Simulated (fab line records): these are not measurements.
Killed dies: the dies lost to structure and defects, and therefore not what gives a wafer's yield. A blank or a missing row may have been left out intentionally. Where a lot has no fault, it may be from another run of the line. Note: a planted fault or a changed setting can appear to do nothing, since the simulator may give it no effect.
Split-lot study + flow sfq line + 23 wafers read from 5 lots, route of 325 steps

== ON THE SPLIT ==
At SFQ_TRILAYER_M5_ETCH_METAL_ETCH_126 (etches Nb in Cl2/BCl3, stops on SiO2, time 203.2 s, target depth 265 nm), the setting icp w was moved away from the recipe's 600 W on 4 of the 23 wafers read, by +7.6% to +10.7%. For the rest of the wafers, this setting stayed at what the recipe calls for.

Reading taken at the split's own step.

== THE READING ==
SiO2_of_TRILAYER_I4_DEP_PECVD_099.thk nm (the simulator's own value, which no gauge read), in nm, at SFQ_TRILAYER_M5_ETCH_METAL_ETCH_126 (etches Nb in Cl2/BCl3, stops on SiO2, time 203.2 s, target depth 265 nm). The file gives no usual value for it. The 19 wafers here that ran the recipe average 180.2 nm, standard deviation 0.91 nm.

| wafer  | tool, chamber at the split | icp w as run, W | against the recipe | SiO2_of_TRILAYER_I4_DEP_PECVD_099.thk nm, nm | against lot-mates on the recipe |
|--------|----------------------------|-----------------|--------------------|----------------------------------------------|---------------------------------|
| L076.1 | rie metal-03, 1            | 600             | recipe             | 179.2                                        | -                               |
| L076.2 | rie metal-03, 0            | 600             | recipe             | 178.6                                        | -                               |
| L076.3 | rie metal-03, 1            | 600             | recipe             | 180                                          | -                               |
| L076.4 | rie metal-03, 0            | 600             | recipe             | 179.3                                        | -                               |
| L076.5 | rie metal-03, 0            | 600             | recipe             | 180.3                                        | -                               |
| L077.1 | rie metal-03, 1            | 645.4           | +7.6%              | 178.2                                        | -2.6                            |
| L077.2 | rie metal-03, 0            | 645.4           | +7.6%              | 178.9                                        | -1.9                            |
| L077.3 | rie metal-03, 1            | 600             | recipe             | 181.1                                        | -                               |
| L077.4 | rie metal-03, 0            | 600             | recipe             | 180.6                                        | -                               |
| L077.6 | rie metal-03, 0            | 600             | recipe             | 180.8                                        | -                               |
| L080.1 | rie metal-03, 0            | 600             | recipe             | 181.1                                        | -                               |
| L080.3 | rie metal-03, 1            | 600             | recipe             | 181.5                                        | -                               |
| L080.6 | rie metal-03, 1            | 600             | recipe             | 182.4                                        | -                               |
| L083.1 | rie metal-02, 0            | 600             | recipe             | 179.2                                        | -                               |
| L083.3 | rie metal-02, 1            | 600             | recipe             | 180.1                                        | -                               |
| L083.4 | rie metal-02, 0            | 600             | recipe             | 179.4                                        | -                               |
| L083.5 | rie metal-02, 1            | 600             | recipe             | 180.3                                        | -                               |
| L083.6 | rie metal-02, 0            | 600             | recipe             | 180.5                                        | -                               |
| L084.1 | rie metal-03, 1            | 600             | recipe             | 180                                          | -                               |
| L084.2 | rie metal-03, 0            | 600             | recipe             | 179.3                                        | -                               |
| L084.4 | rie metal-03, 0            | 600             | recipe             | 179.8                                        | -                               |
| L084.5 | rie metal-03, 0            | 664.4           | +10.7%             | 177.1                                        | -2.6                            |
| L084.6 | rie metal-03, 1            | 664.4           | +10.7%             | 177                                          | -2.7                            |

FIT RESULTS
A straight line over all 23 wafers: SiO2_of_TRILAYER_I4_DEP_PECVD_099.thk nm changes by -0.268 nm for each +1% of icp w; r = -0.74; the points scatter about the line by 0.89 nm.
The same after taking each lot's own level away (the mean of its wafers on the recipe; 23 wafers): -0.264 nm for each +1%; r = -0.90; scatter 0.48 nm.
The reading moves by 2.8 nm for the largest change in icp w, on that fit.
The lots' own levels span 179.48 to 181.67 nm, that is 2.4 times the standard deviation above.
So the lot-to-lot level blurs the effect unless lot-mates are compared.
Check: for one of the wafers moved furthest among these (+10.7%), held out of the fit, the line's prediction against its lot-mates is -2.97 nm. It came out at -2.6 nm against them.

== FURTHER SPLITS ON THESE WAFERS ==
These wafers also went through other splits before the reading. Each is held against what the fit with the lots' levels taken away leaves over:
| other split on the same wafers                    | wafers away from the commonest value | r with SiO2_of_TRILAYER_I4_DEP_PECVD_099.thk nm (lot level and that fit taken away) |
|---------------------------------------------------|--------------------------------------|-------------------------------------------------------------------------------------|
| SFQ_TRILAYER_I4_VIA_BARC_OPEN_VIA_ETCH_146 time s | 8                                    | -0.27                                                                               |
| SFQ_TRILAYER_JJ_CE_LITHO_COAT_114 resist thk nm   | 9                                    | +0.06                                                                               |

== THE WHOLE CHAIN: every reading that the file lists as answering this split, in the file's order ==
| step                                | what it does                                                            | reading                                                                                   | change (the file's fit)               | r (the file's) |
|-------------------------------------|-------------------------------------------------------------------------|-------------------------------------------------------------------------------------------|---------------------------------------|----------------|
| SFQ_TRILAYER_M5_ETCH_METAL_ETCH_126 | etches Nb in Cl2/BCl3, stops on SiO2, time 203.2 s, target depth 265 nm | KrF_of_TRILAYER_M5_LITHO_COAT_123.thk nm (the simulator's own value, which no gauge read) | -1.4 nm for each +1% of the setting   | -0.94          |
| SFQ_TRILAYER_M5_ETCH_METAL_ETCH_126 | etches Nb in Cl2/BCl3, stops on SiO2, time 203.2 s, target depth 265 nm | SiO2_of_TRILAYER_I4_DEP_PECVD_099.thk nm (the simulator's own value, which no gauge read) | -0.263 nm for each +1% of the setting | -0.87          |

== THE FILE'S OWN FIT ==
SiO2_of_TRILAYER_I4_DEP_PECVD_099.thk nm changes by -0.263 nm for each +1% of icp w, r = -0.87.
